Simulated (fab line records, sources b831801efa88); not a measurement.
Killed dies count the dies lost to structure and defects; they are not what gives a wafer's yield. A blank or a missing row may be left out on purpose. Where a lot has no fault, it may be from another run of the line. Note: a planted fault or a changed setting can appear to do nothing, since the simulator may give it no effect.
Tool commonality check -- flow sky130 -- 14 lots, 51 wafers sampled

## REASON IT WAS OPENED
At SKY_LDD_HVP_OVL_MEAS_07 the reading LDD_HVP_OVL is flagged on 3 of 14 lots. Fault-free wafers read 0.7 nm, with a standard deviation of 1.5.
Rule: a lot is flagged when every wafer of it that has a number lies more than 4 standard deviations from that mean, or none has a number. All remaining lots are regarded as sound.

lot,measured,on,"LDD_HVP_OVL (nm), wafer by wafer",flag
L843,day 21 19:13,overlay-02,0.9 2.3 0.2,
L844,day 22 08:05,overlay-02,3.8 2.5 1.9,
L845,day 22 09:10,overlay-01,-0.4 1.5 0.2,
L848,day 23 21:02,overlay-02,0.5 1.6 1.9,
L849,day 23 21:14,overlay-01,1.6 1.5 1.2,
L850,day 24 13:59,overlay-02,-0.1 -2.3 -3.5,
L851,day 25 06:53,overlay-01,0.6 -0.8 0.4,
L852,day 25 09:24,overlay-02,0.8 0.8 1.6,
L853,day 25 12:50,overlay-02,45.8 45.4 44.2 45.4 45.0 44.0,FLAGGED
L857,day 26 23:41,overlay-01,43.1 40.6 41.2 43.0 41.0 41.4,FLAGGED
L858,day 27 04:22,overlay-02,42.5 42.6 42.1 42.6 43.0 42.1,FLAGGED
L864,day 29 02:11,overlay-02,-0.5 -0.3 -0.4,
L865,day 29 15:20,overlay-01,3.0 2.5 3.4,
L866,day 29 18:25,overlay-02,1.9 2.0 0.4,
The mean of the flagged lots' numbers is 43.1 nm, +42.4 nm from the usual (+28 standard deviations).

## TOOL THAT RAN EACH LOT
The record holds 1 process step before the reading, out of a route of 708 steps. Read each cell as the tool, then ch plus the chambers that the sampled wafers visited, then the start.
lot,flag,SKY_LDD_HVP_EXPOSE_04
L843,,"ilineStepper-02 ch 0, day 21 03:52"
L844,,"ilineStepper-02 ch 0, day 21 17:02"
L845,,"ilineStepper-02 ch 0, day 21 17:37"
L848,,"ilineStepper-02 ch 0, day 23 06:09"
L849,,"ilineStepper-02 ch 0, day 23 06:13"
L850,,"ilineStepper-01 ch 0, day 23 23:13"
L851,,"ilineStepper-01 ch 0, day 24 16:38"
L852,,"ilineStepper-02 ch 0, day 24 18:25"
L853,FLAGGED,"ilineStepper-01 ch 0, day 24 21:52"
L857,FLAGGED,"ilineStepper-01 ch 0, day 26 08:22"
L858,FLAGGED,"ilineStepper-01 ch 0, day 26 14:08"
L864,,"ilineStepper-02 ch 0, day 28 11:54"
L865,,"ilineStepper-02 ch 0, day 29 01:40"
L866,,"ilineStepper-02 ch 0, day 29 04:40"
What is done by these steps:
- SKY_LDD_HVP_EXPOSE_04: exposes mask HVPTM, target cd 700 nm.
- SKY_LDD_HVP_OVL_MEAS_07

## FLAGGED OVER TOTAL, TOOL BY TOOL (the gauges that took the reading come last)
step,tool,lots run,flagged,share of the flagged lots,sound lots run after its first flagged lot
SKY_LDD_HVP_EXPOSE_04,ilineStepper-01,5,3,all,0
SKY_LDD_HVP_EXPOSE_04,ilineStepper-02,9,0,none,-
SKY_LDD_HVP_OVL_MEAS_07,overlay-01,5,1,some,1 (L865)
SKY_LDD_HVP_OVL_MEAS_07,overlay-02,9,2,some,"2 (L864,L866)"

## WHAT IS ALLOWED BY THE TABLE
In the table, 1 row covers all flagged lots: ilineStepper-01 at SKY_LDD_HVP_EXPOSE_04.
- ilineStepper-01 at SKY_LDD_HVP_EXPOSE_04 ran 5 lots, 3 of them flagged. It ran its last sound lot, L851, at day 24 16:38 and its first flagged lot, L853, at day 24 21:52: a fault with its onset between the two fits.
What remains is a single tool, ilineStepper-01 at SKY_LDD_HVP_EXPOSE_04.

## WHAT HAD BEEN PUT IN BY THE SIMULATOR
Scanner matching overlay: ilineStepper-01, from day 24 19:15 on, at SKY_LDD_HVP_EXPOSE_04. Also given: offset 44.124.
Struck lots among those shown: L853, L857, L858. The rule above found the same.
